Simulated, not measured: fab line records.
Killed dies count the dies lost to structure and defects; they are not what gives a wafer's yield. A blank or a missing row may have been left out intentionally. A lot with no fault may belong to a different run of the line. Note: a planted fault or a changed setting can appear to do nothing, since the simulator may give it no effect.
Chamber matching :: flow sky130 :: 4 sister chambers for SKY_FIELD_ISO_CMP_27 on cmp-01
The step polishes, stops on Si3N4, t overpolish 16 s, target thk 457.8 nm. 8 wafers are shown with their chamber, then 8 later ones without.

## WAFERS WITH THEIR CHAMBER
wafer: L725.1
chamber: 0
motorCurrentA (A): 12.8
timeToEndpointS (s): 103

wafer: L725.6
chamber: 0
motorCurrentA (A): 12.2
timeToEndpointS (s): 108

wafer: L726.1
chamber: 1
motorCurrentA (A): 10.7
timeToEndpointS (s): 113

wafer: L726.5
chamber: 3
motorCurrentA (A): 11.7
timeToEndpointS (s): 113

wafer: L728.1
chamber: 2
motorCurrentA (A): 11.5
timeToEndpointS (s): 112

wafer: L728.3
chamber: 3
motorCurrentA (A): 11.8
timeToEndpointS (s): 112

wafer: L728.6
chamber: 1
motorCurrentA (A): 10.5
timeToEndpointS (s): 117

wafer: L739.1
chamber: 2
motorCurrentA (A): 11.3
timeToEndpointS (s): 115

## WAFERS WITH NO CHAMBER GIVEN
wafer: L739.2
motorCurrentA (A): 12.1
timeToEndpointS (s): 121

wafer: L739.6
motorCurrentA (A): 12.3
timeToEndpointS (s): 123

wafer: L741.1
motorCurrentA (A): 12.6
timeToEndpointS (s): 115

wafer: L741.2
motorCurrentA (A): 10.4
timeToEndpointS (s): 118

wafer: L741.4
motorCurrentA (A): 11.6
timeToEndpointS (s): 120

wafer: L743.3
motorCurrentA (A): 11.3
timeToEndpointS (s): 115

wafer: L743.5
motorCurrentA (A): 12.2
timeToEndpointS (s): 114

wafer: L743.6
motorCurrentA (A): 10.6
timeToEndpointS (s): 110

## CHAMBER TAKEN BY EACH
wafer: L739.2
from the rows above: can't be placed: 3 or 2
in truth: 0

wafer: L739.6
from the rows above: can't be placed: 3 or 2
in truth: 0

wafer: L741.1
from the rows above: can't be placed: 3 or 0 or 2
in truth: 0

wafer: L741.2
from the rows above: 1
in truth: 1

wafer: L741.4
from the rows above: can't be placed: 2 or 3 or 1
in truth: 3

wafer: L743.3
from the rows above: can't be placed: 2 or 3
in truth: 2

wafer: L743.5
from the rows above: can't be placed: 3 or 2 or 0
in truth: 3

wafer: L743.6
from the rows above: can't be placed: 1 or 2
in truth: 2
Placed correctly: 1 of 8. Not placeable from these rows: 7 (in 5, the candidates include the true chamber). 0 placed wrongly.
How it was worked out, from the rows above alone: a wafer's distance from a chamber is the root of the sum, over the readings, of the square of ((its reading less the chamber's mean) divided by the reading's scatter). If the next closest chamber is less than 2 further off than the closest, the wafer can't be placed; otherwise it belongs to the closest. A chamber's mean is the mean of its shown wafers. The scatter: the root of (the sum of the squares of (reading less its chamber's mean) over the shown wafers, divided by (wafers less chambers)).
